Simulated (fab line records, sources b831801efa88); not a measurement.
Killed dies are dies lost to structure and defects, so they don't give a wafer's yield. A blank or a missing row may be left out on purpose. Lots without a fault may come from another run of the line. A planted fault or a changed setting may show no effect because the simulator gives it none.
One fault seen from 2 desks | flow sky130 | each desk has only its own numbers; what lay behind them comes last

THE TOOL OWNER'S DESK: pvd_sputter-03
The tool's own readings at SKY_LOCAL_INTERCONNECT_SPUTTER_00 (material TiN, target thk 100 nm, time 83.3 s): means of the sampled wafers that have a number, for each lot that ran on this tool. A lot is out of limits, marked OUT, if its mean lies more than 4 standard deviations from the usual mean; the brackets give that distance.
Columns: A = chamber_pressure_pa at SKY_LOCAL_INTERCONNECT_SPUTTER_00, usual 0.3999 Pa; B = throttle_valve_pct at SKY_LOCAL_INTERCONNECT_SPUTTER_00, usual 29.8 %
lot  | first seen here | A      | B
L380 | day 29 22:48    | 0.4007 | 30.1
L385 | day 31 11:07    | 0.3995 | 30.2
L387 | day 32 01:13    | 0.3997 | 30.3
L390 | day 33 00:12    | 0.3992 | 30.2
This desk's finding: nothing out of limits on any of the 4 lots.

THE METROLOGY DESK
What the gauges read, lot by lot, whatever tool the lot ran on: means of the sampled wafers that have a number. A lot is out of limits, marked OUT, if its mean lies more than 4 standard deviations from the usual mean; the brackets give that distance.
Columns: A = LOCAL_INTERCONNECT_TIN_RS at SKY_LOCAL_INTERCONNECT_RS_MEAS_01, usual 14.10 ohm/sq; B = LOCAL_INTERCONNECT_TIN_THK at SKY_LOCAL_INTERCONNECT_THK_MEAS_02, usual 100.6 nm
lot  | first seen here | A     | B
L380 | day 29 22:52    | 14.12 | 101.1
L381 | day 30 21:04    | 13.95 | 102.4
L383 | day 30 22:43    | 14.15 | 100.3
L382 | day 31 00:53    | 14.31 | 99.0
L385 | day 31 11:11    | 14.14 | 100.5
L387 | day 32 01:17    | 14.36 | 99.1
L390 | day 33 00:16    | 14.32 | 98.9
L393 | day 34 02:49    | 13.97 | 102.1
L395 | day 34 19:07    | 14.01 | 100.5
L399 | day 35 15:53    | 14.21 | 100.1
L400 | day 35 17:39    | 14.23 | 100.0
L402 | day 36 01:19    | 14.13 | 100.3
This desk's finding: nothing out of limits on any of the 12 lots.

PUT TOGETHER
The tool owner's desk saw nothing out of limits.
The metrology desk saw nothing out of limits.

WHAT THE SIMULATOR HAD PUT IN
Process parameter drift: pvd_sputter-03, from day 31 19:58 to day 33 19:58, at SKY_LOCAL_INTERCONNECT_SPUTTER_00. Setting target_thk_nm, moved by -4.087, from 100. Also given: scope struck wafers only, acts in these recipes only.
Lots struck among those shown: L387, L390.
